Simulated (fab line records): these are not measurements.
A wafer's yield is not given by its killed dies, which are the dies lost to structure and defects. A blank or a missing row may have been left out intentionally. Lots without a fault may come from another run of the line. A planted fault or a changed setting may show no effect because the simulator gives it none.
Struck lot and sound lot, side by side + flow sky130 + 16 out of 708 route steps
Sound: the wafers L450.4, L450.5, L450.6. The struck wafers were L457.2, L457.4, L457.5. The cause is given at the end.
For every step that has rows: the tool of each side, followed by ch and its chambers, followed by its first start. Under that, the readings that differ: sound wafers + struck wafers + difference of the means + sigmas: that difference in standard deviations of wafers without a fault.
alike: readings whose means differ by less than 2 such deviations, and words and numbers that are the same on both sides. not compared: withheld readings, readings that some wafer has no value for, bounds like >300 that may hide the same value, and numbers for which the record gives no deviation and whose values overlap.
A row with sigmas, a row that says differs or no value, or rows on one side alone: a step with any of these is where the two part. Numbers that don't overlap but have no deviation are shown without sigmas and don't part them. A reading missing from all wafers of one side parts the sides only when that side holds two or more wafers.

first, 5 steps without rows for these wafers: SKY_SONOS_TUNNEL_COAT_02 (resist thk 1140 nm); SKY_SONOS_TUNNEL_SOFTBAKE_03 (time 60 s); SKY_SONOS_TUNNEL_EXPOSE_04 (exposes mask TUNM, target cd 410 nm); SKY_SONOS_TUNNEL_PEB_05; SKY_SONOS_TUNNEL_DEVELOP_06 (develop time 60 s).
SKY_SONOS_TUNNEL_CD_MEAS_07: the cd target is 410 nm.
  sound on cdSem-02 at day 16 06:52; struck on cdSem-01 at day 18 15:31
  alike: cdNm
SKY_SONOS_TUNNEL_OVL_MEAS_08:
  sound on overlay-01 at day 16 06:56; struck on overlay-02 at day 18 15:37
  alike: SONOS_TUNNEL_OVL
then, 3 steps without rows for these wafers: SKY_SONOS_TUNNEL_IMPLANT_09; SKY_SONOS_TUNNEL_WET_ETCH_10 (etches SiO2 in dHF, target depth 14 nm, time 280 s); SKY_SONOS_TUNNEL_STRIP_11 (strips in SPM, time 600 s).
SKY_SONOS_TUNNEL_TW_MEAS_12:
  sound on filmMetro-04 at day 16 07:24; struck on filmMetro-03 at day 18 16:06
  alike: SONOS_TUNNEL_TW
then, 1 step without rows for these wafers: SKY_SONOS_TUNNEL_CLEAN_13 (cleans in dHF, time 20 s).
SKY_SONOS_ONO_OXIDATION_00: stabilise 600 s, purge 300 s, target thk 2.6 nm.
  sound on furnace-01 ch 0, day 16 09:18; struck on furnace-01 ch 0, day 18 16:10
| reading                                         | sound                | struck               | difference | sigmas      |
|-------------------------------------------------|----------------------|----------------------|------------|-------------|
| spikeTcBottomC (C)                              | 822.9 822.1 824.4    | 834.2 833.5 833.6    | +10.6      | +4          |
| spikeTcCentreC (C)                              | 799.4 800.1 800.1    | 812.2 809.9 810.5    | +11.0      | +11         |
| spikeTcLowerC (C)                               | 800.0 799.5 800.9    | 813.0 813.4 813.7    | +13.2      | +10         |
| spikeTcTopC (C)                                 | 816.3 815.1 815.7    | 828.0 826.7 828.4    | +12.0      | +8          |
| spikeTcUpperC (C)                               | 798.2 799.7 798.4    | 813.2 811.5 811.8    | +13.4      | +11         |
| tubeCenterTempC (C)                             | 799.93 799.98 799.89 | 811.94 811.98 811.98 | +12.03     | +99 or more |
| tube_center_temp_C_max                          | 802.3 802.1 802.0    | 813.7 814.1 814.4    | +11.9      | +34         |
| zonePowerCentrePct (%)                          | 13.36 13.72 13.76    | 14.04 14.02 14.20    | +0.47      | +2          |
| zonePowerUpperPct (%)                           | 14.81 15.05 14.91    | 15.50 15.27 15.54    | +0.51      | +2          |
| model.SiO2_of_SONOS_ONO_OXIDATION_00.thkNm (nm) | 2.648 2.607 2.625    | 3.111 3.047 3.063    | +0.447     |             |
  alike: zonePowerBottomPct
SKY_SONOS_ONO_THK_MEAS_01:
  sound on filmMetro-02 at day 16 10:41; struck on filmMetro-03 at day 18 17:31
| reading                      | sound          | struck         | difference | sigmas |
|------------------------------|----------------|----------------|------------|--------|
| SONOS_ONO_OXIDATION_THK (nm) | 2.64 2.64 2.65 | 3.07 3.01 3.06 | +0.40      | +8     |
then, 1 step without rows for these wafers: SKY_SONOS_ONO_CVD_02 (deposits Si3N4 from DCS/NH3, target thk 10.5 nm, time 180 s).
-- record jumps: 32 days separate the struck wafers' starts on either side; left off in module SONOS_ONO, taken up again in module PAD_OPEN, whose first shown step is the route's number 708 --
SKY_PAD_OPEN_PROBE_99:
  sound on prober-01 at day 49 10:56; struck on prober-02 at day 50 19:25
| reading                                 | sound                   | struck                  | difference | sigmas |
|-----------------------------------------|-------------------------|-------------------------|------------|--------|
| model.etest.sonosErased.driveUaUm       | 171.4 198.7 207.2       | 121.4 153.5 109.3       | -64.4      |        |
| model.etest.capOno.gateLog10ACm2        | -8.185 -8.21 -8.318     | -8.781 -8.826 -8.928    | -0.607     |        |
| model.etest.sonosErased.vtV (V)         | -2.175 -2.233 -2.213    | -1.563 -1.708 -1.542    | +0.603     |        |
| model.etest.capOno.gateBvV (V)          | 16.22 16.68 16.81       | 17.3 17.18 17.32        | +0.7       |        |
| model.etest.capOno.toxAccNm (nm)        | 13.15 13.11 13.16       | 13.55 13.48 13.65       | +0.42      |        |
| model.etest.sonosProgrammed.vtV (V)     | 1.311 1.337 1.327       | 1.151 1.163 1.123       | -0.179     |        |
| model.etest.sonosBaked.vtLessV (V)      | -0.4095 -0.4582 -0.4457 | -0.2872 -0.3317 -0.3148 | +0.1266    |        |
| model.etest.sonosProgrammed.offLog10AUm | -13.9 -13.94 -13.95     | -13.83 -13.84 -13.72    | +0.13      |        |
  alike: killed_at_M0_to_M3, killed_at_M4_up, killedAtContacts, killedAtFrontEnd, killedAtOther, killedDies, killedOpen, killedShort

WHERE THEY PART
Earliest at SKY_SONOS_ONO_OXIDATION_00; latest, in this record, at SKY_SONOS_ONO_THK_MEAS_01. Later steps at which nothing parts them and some readings are alike: SKY_PAD_OPEN_PROBE_99.

WHY: whatever the simulator had introduced
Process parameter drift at SKY_SONOS_ONO_OXIDATION_00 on furnace-01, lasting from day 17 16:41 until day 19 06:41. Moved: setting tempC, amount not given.
